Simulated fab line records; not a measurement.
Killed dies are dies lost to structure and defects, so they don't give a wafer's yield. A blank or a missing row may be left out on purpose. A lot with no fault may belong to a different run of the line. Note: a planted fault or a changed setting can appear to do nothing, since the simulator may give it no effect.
fab line records	flow sky130
[record] lots = 12	wafers = 31	last-day = 50
route steps=708 shown POLY_CUT@315 SD_P@328 LI_CONTACT@365 PAD_OPEN@708
lots that met no fault: from a run of the same line without faults
start-h: hours from the record's opening day to when the first of the lot's shown wafers began	wait-h: hours since the lot's step before	" same as the row above	L1.1+2: a row that stands for several wafers	- no value, or no start was given	* or withheld: withheld	< > ~ a bound
route shown NAME@n: NAME is a module with steps in the file, n the number in the route of the first one	usual: mean/standard deviation taken from wafers without a fault	same: alike in all rows	chamber/n: place in a boat	sites: each site's reading	_std_site: standard deviation across them	_edge_site: mean of outer sites minus mean of inner sites	radius-mm: for every site, how far away it sits from the centre of the wafer	mask NAME#n: copy n	behind: the most recent tool/chamber to have shaped the wafer	hold: what put the lot on hold/how long, in hours/how the hold closed	device: transistor that didn't switch, given as n, p or np	end of line: at the end of the route, the tests of the same wafers	where a step has no rows: the recipe by itself	killed: not the wafer's yield, but the dies lost to structure and defects at the first sort	map: the dies of a wafer, with x for killed, . for not killed, _ for no die there
set.NAME: the setting as run; set.NAME@STEP: as run at that earlier step	model.NAME: the simulator's own value behind a step, which no gauge read
route steps across a sampled set of lots; one table per step, one row per wafer
services: when a tool's chamber went out of use (start-h, in hours from the record's first day, below 0 if earlier), for how many hours, and the reason
[[steps]]
[step SKY_POLY_CUT_CD_MEAS_08]
[recipe] target-cd-nm = 270
[usual] cd-nm = 269.8/1.6
lot.wafer	tool	chamber	start-h	wait-h	cd-nm
L243.1	cd-sem-02	-	571.42	-	271.9
L243.3	"	-	"	"	272.6
L243.4	"	-	"	"	271.2
L246.4	cd-sem-02	-	608.36	-	271.2
L246.5	"	-	"	"	270.6
L249.4	cd-sem-01	-	626.97	-	268.3
L248.4	cd-sem-02	-	629.58	-	268.1
L254.1	cd-sem-01	-	665.97	-	267.0
L254.3	"	-	"	"	268.5
L254.6	"	-	"	"	267.7
L257.3	cd-sem-02	-	701.95	-	273.0
L257.5	"	-	"	"	272.5
L257.6	"	-	"	"	273.0
L260.1	cd-sem-01	-	708.15	-	270.6
L260.5	"	-	"	"	268.2
L260.6	"	-	"	"	268.9
L261.2	cd-sem-01	-	713.99	-	269.0
L261.4	"	-	"	"	268.6
L261.6	"	-	"	"	269.9
L262.3	cd-sem-02	-	723.00	-	269.3
L262.5	"	-	"	"	268.5
L262.6	"	-	"	"	268.8
L263.2	cd-sem-02	-	724.89	-	269.0
L263.4	"	-	"	"	270.2
L263.6	"	-	"	"	268.1
L264.1	cd-sem-01	-	742.46	-	267.5
L264.3	"	-	"	"	267.5
L264.4	"	-	"	"	267.1
L265.1	cd-sem-02	-	743.96	-	271.0
L265.3	"	-	"	"	271.2
L265.5	"	-	"	"	271.1
[step SKY_SD_P_OVL_MEAS_08]
[usual] SD_P_OVL = -0.5/1.6
lot.wafer	tool	chamber	start-h	wait-h	SD_P_OVL[nm]
L243.1	overlay-01	-	601.19	0.1	-0.9
L243.3	"	-	"	"	-2.2
L243.4	"	-	"	"	-2.5
L246.4	overlay-02	-	637.59	0.1	1.3
L246.5	"	-	"	"	1.9
L249.4	overlay-01	-	654.26	0.1	-0.6
L248.4	overlay-01	-	656.44	0.1	3.8
L254.1	overlay-01	-	694.02	0.1	1.6
L254.3	"	-	"	"	3.1
L254.6	"	-	"	"	3.1
L257.3	overlay-02	-	730.15	0.1	2.0
L257.5	"	-	"	"	-0.7
L257.6	"	-	"	"	-0.1
L260.1	overlay-02	-	736.24	0.1	-1.5
L260.5	"	-	"	"	-0.2
L260.6	"	-	"	"	-0.8
L261.2	overlay-01	-	741.63	0.1	-0.9
L261.4	"	-	"	"	-1.4
L261.6	"	-	"	"	0.7
L262.3	overlay-01	-	750.89	0.1	-1.2
L262.5	"	-	"	"	-1.1
L262.6	"	-	"	"	-0.8
L263.2	overlay-02	-	752.08	0.1	1.4
L263.4	"	-	"	"	-2.1
L263.6	"	-	"	"	-0.4
L264.1	overlay-01	-	769.89	0.1	-0.9
L264.3	"	-	"	"	-1.9
L264.4	"	-	"	"	-0.3
L265.1	overlay-01	-	772.02	0.1	-1.2
L265.3	"	-	"	"	-0.6
L265.5	"	-	"	"	-0.4
[step SKY_LI_CONTACT_BOW_MEAS_03]
[recipe] mode = bow
[usual] LI_CONTACT_BOW = 54/6.8
lot.wafer	tool	chamber	start-h	wait-h	LI_CONTACT_BOW[um]
L243.1	film-metro-02	-	659.73	0.2	67
L243.3	"	-	"	"	53
L243.4	"	-	"	"	59
L246.4	film-metro-01	-	699.35	0.3	61
L246.5	"	-	"	"	52
L248.4	film-metro-01	-	714.24	0.3	48
L249.4	film-metro-02	-	724.32	0.3	49
L254.1	film-metro-01	-	751.64	0.1	63
L254.3	"	-	"	"	51
L254.6	"	-	"	"	40
L257.3	film-metro-01	-	786.67	0.3	72
L257.5	"	-	"	"	64
L257.6	"	-	"	"	58
L260.1	film-metro-01	-	792.52	0.2	61
L260.5	"	-	"	"	51
L260.6	"	-	"	"	50
L261.2	film-metro-02	-	796.45	0.1	53
L261.4	"	-	"	"	61
L261.6	"	-	"	"	50
L262.3	film-metro-02	-	804.68	0.2	48
L262.5	"	-	"	"	42
L262.6	"	-	"	"	53
L263.2	film-metro-01	-	807.57	0.1	53
L263.4	"	-	"	"	61
L263.6	"	-	"	"	54
L264.1	film-metro-01	-	824.98	0.2	71
L264.3	"	-	"	"	61
L264.4	"	-	"	"	60
L265.1	film-metro-01	-	826.48	0.1	61
L265.3	"	-	"	"	56
L265.5	"	-	"	"	44
[step SKY_LI_CONTACT_CVD_21]
[recipe] material = W	target-thk-nm = 400	time-s = 120.56	temp-c = 400	pressure-torr = 40
[usual] heater-power-w = 964/85
lot.wafer	tool	chamber	start-h	wait-h	heater-power-w
L243.1	cvd-w-01	1	688.14	0.0	963
L243.3	"	1	"	"	952
L243.4	"	0	"	"	1092
L246.4	cvd-w-01	1	724.71	0.1	937
L246.5	"	1	"	"	947
L249.4	cvd-w-01	0	739.97	0.1	1079
L248.4	cvd-w-01	0	742.57	0.1	1095
L254.1	cvd-w-02	0	778.62	0.0	856
L254.3	"	0	"	"	877
L254.6	"	0	"	"	860
L257.3	cvd-w-01	0	814.06	0.1	1047
L257.5	"	0	"	"	1079
L257.6	"	1	"	"	972
L260.1	cvd-w-01	0	820.14	0.0	1063
L260.5	"	0	"	"	1094
L260.6	"	1	"	"	945
L261.2	cvd-w-02	1	824.02	0.0	909
L261.4	"	0	"	"	862
L261.6	"	0	"	"	868
L262.3	cvd-w-02	1	831.52	0.1	892
L262.5	"	0	"	"	828
L262.6	"	1	"	"	911
L263.2	cvd-w-01	1	834.84	0.0	946
L263.4	"	0	"	"	1104
L263.6	"	0	"	"	1087
L264.1	cvd-w-01	0	852.01	0.0	1106
L264.3	"	0	"	"	1066
L264.4	"	1	"	"	945
L265.1	cvd-w-01	0	853.64	0.0	1092
L265.3	"	0	"	"	1067
L265.5	"	0	"	"	1104
[step SKY_LI_CONTACT_RS_MEAS_22]
[recipe] thk-meas-gauge = four-point-probe	reads = W_of_LI_CONTACT_CVD_21+TiN_of_LI_CONTACT_SPUTTER_20+Ti_of_LI_CONTACT_SPUTTER_19
[usual] LI_CONTACT_W_RS = 0.286/0.0044
lot.wafer	tool	chamber	start-h	wait-h	hold	LI_CONTACT_W_RS[ohm/sq]
L243.1	film-metro-01	-	688.26	0.1	-	0.282
L243.3	"	-	"	"	-	0.283
L243.4	"	-	"	"	-	0.282
L246.4	film-metro-01	-	724.86	0.1	await-dispo/0.2h/release	0.246
L246.5	"	-	"	"	await-dispo/0.2h/release	0.281
L246.4	film-metro-01	-	725.14	0.3	-	0.247
L246.5	"	-	"	"	-	0.280
L249.4	film-metro-02	-	740.11	0.1	await-dispo/0.2h/release	0.245
L249.4	film-metro-02	-	740.40	0.3	-	0.244
L248.4	film-metro-02	-	742.71	0.1	await-dispo/0.2h/release	0.248
L248.4	film-metro-02	-	743.00	0.3	-	0.248
L254.1	film-metro-01	-	778.75	0.1	-	0.288
L254.3	"	-	"	"	-	0.293
L254.6	"	-	"	"	-	0.291
L257.3	film-metro-02	-	814.19	0.1	-	0.286
L257.5	"	-	"	"	-	0.288
L257.6	"	-	"	"	-	0.286
L260.1	film-metro-01	-	820.27	0.1	-	0.286
L260.5	"	-	"	"	-	0.287
L260.6	"	-	"	"	-	0.281
L261.2	film-metro-02	-	824.17	0.1	-	0.287
L261.4	"	-	"	"	-	0.289
L261.6	"	-	"	"	-	0.292
L262.3	film-metro-02	-	831.64	0.1	-	0.288
L262.5	"	-	"	"	-	0.286
L262.6	"	-	"	"	-	0.284
L263.2	film-metro-02	-	834.99	0.1	-	0.286
L263.4	"	-	"	"	-	0.287
L263.6	"	-	"	"	-	0.286
L264.1	film-metro-02	-	852.13	0.1	-	0.289
L264.3	"	-	"	"	-	0.286
L264.4	"	-	"	"	-	0.284
L265.1	film-metro-02	-	853.76	0.1	-	0.290
L265.3	"	-	"	"	-	0.289
L265.5	"	-	"	"	-	0.288
[step SKY_LI_CONTACT_THK_MEAS_23]
[recipe] thk-meas-gauge = xrf	reads = W_of_LI_CONTACT_CVD_21
[usual] LI_CONTACT_W_THK = 403/7.7
lot.wafer	tool	chamber	start-h	wait-h	hold	LI_CONTACT_W_THK[nm]
L243.1	film-metro-01	-	688.38	0.1	-	404
L243.3	"	-	"	"	-	402
L243.4	"	-	"	"	-	403
L246.4	film-metro-01	-	728.06	2.9	await-dispo/0.2h/release	457
L246.5	"	-	"	"	await-dispo/0.2h/release	403
L246.4	film-metro-01	-	728.30	0.2	-	457
L246.5	"	-	"	"	-	403
L249.4	film-metro-02	-	745.33	4.9	await-dispo/0.2h/release	480
L249.4	film-metro-02	-	745.55	0.2	-	477
L248.4	film-metro-02	-	747.46	4.4	await-dispo/0.2h/release	472
L248.4	film-metro-02	-	747.68	0.2	-	469
L254.1	film-metro-01	-	778.87	0.1	-	395
L254.3	"	-	"	"	-	393
L254.6	"	-	"	"	-	392
L257.3	film-metro-02	-	814.29	0.1	-	406
L257.5	"	-	"	"	-	404
L257.6	"	-	"	"	-	406
L260.1	film-metro-01	-	820.39	0.1	-	401
L260.5	"	-	"	"	-	401
L260.6	"	-	"	"	-	407
L261.2	film-metro-02	-	824.28	0.1	-	409
L261.4	"	-	"	"	-	403
L261.6	"	-	"	"	-	401
L262.3	film-metro-02	-	831.74	0.1	-	403
L262.5	"	-	"	"	-	409
L262.6	"	-	"	"	-	410
L263.2	film-metro-02	-	835.10	0.1	-	409
L263.4	"	-	"	"	-	409
L263.6	"	-	"	"	-	404
L264.1	film-metro-02	-	852.25	0.1	-	404
L264.3	"	-	"	"	-	410
L264.4	"	-	"	"	-	409
L265.1	film-metro-02	-	853.88	0.1	-	399
L265.3	"	-	"	"	-	402
L265.5	"	-	"	"	-	403
[step SKY_LI_CONTACT_CMP_24]
[recipe] stop-on = PSG	t-overpolish-s = 20	down-force-psi = 3.5	platen-rpm = 60	target-thk-nm = 0	pad-velocity-m-s = 0.94248
[usual] head-pressure-psi = 3.500/0.0074	motor-current-A = 11.1/1.2	time-to-endpoint-s = 95/3.8
lot.wafer	tool	chamber	start-h	wait-h	hold	head-pressure-psi	motor-current-A	time-to-endpoint-s
L243.4	cmp-01	3	688.49	0.1	-	3.493	10.2	98
L243.3	"	0	"	"	-	3.502	10.4	98
L243.1	"	1	"	"	-	3.496	13.1	92
L246.4	cmp-01	3	734.42	6.1	await-dispo/5.6h/release	3.502	10.7	110
L246.5	"	1	"	"	await-dispo/5.6h/release	3.495	13.1	89
L248.4	cmp-01	2	752.96	5.3	await-dispo/4.4h/release	3.508	11.2	112
L249.4	cmp-01	2	752.96	7.4	await-dispo/2.1h/release	3.488	10.3	123
L254.3	cmp-01	2	778.98	0.1	-	3.502	10.8	92
L254.1	"	0	"	"	-	3.506	10.2	90
L254.6	"	2	"	"	-	3.504	10.4	90
L257.3	cmp-01	0	814.33	0.0	-	3.498	10.3	97
L257.6	"	0	"	"	-	3.490	10.1	96
L257.5	"	1	"	"	-	3.505	13.2	92
L260.1	cmp-02	0	820.68	0.3	-	3.506	9.7	99
L260.5	"	3	"	"	-	3.496	11.5	93
L260.6	"	0	"	"	-	3.507	10.1	97
L261.4	cmp-02	3	824.43	0.1	-	3.504	11.5	93
L261.2	"	0	"	"	-	3.495	9.4	98
L261.6	"	1	"	"	-	3.492	10.8	87
L262.3	cmp-01	2	831.93	0.2	-	3.493	10.5	97
L262.5	"	3	"	"	-	3.498	10.7	98
L262.6	"	0	"	"	-	3.502	10.5	98
L263.2	cmp-01	1	835.20	0.1	-	3.507	12.4	94
L263.4	"	3	"	"	-	3.507	10.7	100
L263.6	"	0	"	"	-	3.490	9.6	98
L264.4	cmp-01	0	852.31	0.0	-	3.498	9.8	104
L264.1	"	2	"	"	-	3.499	10.9	100
L264.3	"	3	"	"	-	3.507	10.4	107
L265.1	cmp-02	0	854.04	0.1	-	3.507	10.1	95
L265.3	"	1	"	"	-	3.502	10.0	89
L265.5	"	2	"	"	-	3.493	12.5	99
[step SKY_PAD_OPEN_PROBE_99]
[usual] killed_at_M0_to_M3 = 42/7.1	killed_at_M4_up = 3.3/1.9	killed-at-contacts = 24/5	killed-at-front-end = 15/4.7	killed-at-other = 0.3/0.61	killed-dies = 86/9.6	killed-open = 47/7.5	killed-short = 38/6.6
[same] gross-dies = 492	killed-at-back-side = 0
lot.wafer	tool	chamber	start-h	wait-h	killed_at_M0_to_M3	killed_at_M4_up	killed-at-contacts	killed-at-front-end	killed-at-other	killed-dies	killed-open	killed-short
L248.4	prober-01	-	1125.00	0.2	40	3	25	12	0	80	36	44
// killed by level:class
L248.4 CONTACT:geometric-particle:open=9 CONTACT:geometric-particle:short=9 VIA3:geometric-particle:open=8 METAL1:geometric-particle:short=7 VIA1:geometric-particle:open=6 LI_CONTACT:geometric-particle:open=5 VIA2:geometric-particle:open=4 SPACER:geometric-particle:short=4
[[services]]
tool	chamber	start-h	hours	kind
cvd-w-01	-	666.74	6.0	pm
cvd-w-01	-	672.74	4.3	pm
cvd-w-02	-	730.74	2.8	pm
cvd-w-02	1	735.16	4.1	repair
cvd-w-02	-	738.03	6.0	pm
cmp-01	-	744.11	4.0	pm
cmp-01	-	748.11	-	consumable-replace:conditioner
cmp-01	-	748.11	-	consumable-replace:pad
cmp-01	-	748.11	4.8	pm
cmp-02	-	754.37	5.1	repair
cvd-w-02	0	755.47	18.5	repair
cvd-w-01	-	773.64	2.8	pm
cmp-02	-	780.18	1.8	repair
[[key]]
[first-sign] step = SKY_LI_CONTACT_RS_MEAS_22	reading = visit	direction = added
[effect] step = SKY_LI_CONTACT_RS_MEAS_22	reading = LI_CONTACT_W_RS	direction = down	sigmas = 8.9	usual = 0.286	struck = 0.246
[effect] step = SKY_LI_CONTACT_THK_MEAS_23	reading = visit	direction = added
[effect] step = SKY_LI_CONTACT_THK_MEAS_23	reading = LI_CONTACT_W_THK	direction = up	sigmas = 8.7	usual = 403	struck = 470
[effect] step = SKY_LI_CONTACT_CMP_24	reading = time-to-endpoint-s	direction = up	sigmas = 5.4	usual = *	struck = *
met-at SKY_LI_CONTACT_CVD_21
struck-lots L246,L248,L249
struck-wafers L246.4,L248.4,L249.4
tester-left-out L246,L248,L249
not-acting-at SKY_POLY_CUT_CD_MEAS_08,SKY_SD_P_OVL_MEAS_08,SKY_LI_CONTACT_BOW_MEAS_03
onset-between 688.14 724.71
[fault] kind = process-parameter-drift	tool = cvd-w-01	chamber = -	onset-h = 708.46	steps = SKY_LI_CONTACT_CVD_21	channel = target-thk-nm	offset = 58.362	shape = step	end-h = 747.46	scope = struck-wafers-only	acts-in = these-recipes-only	stated = 400
// tester-left-out: of these lots the tester's yield and bins aren't shown, on N5 and GAA mostly nor the transistor test; their killed dies are dies lost to structure and defects alone, not to doping, threshold or leakage, so they don't give the yield
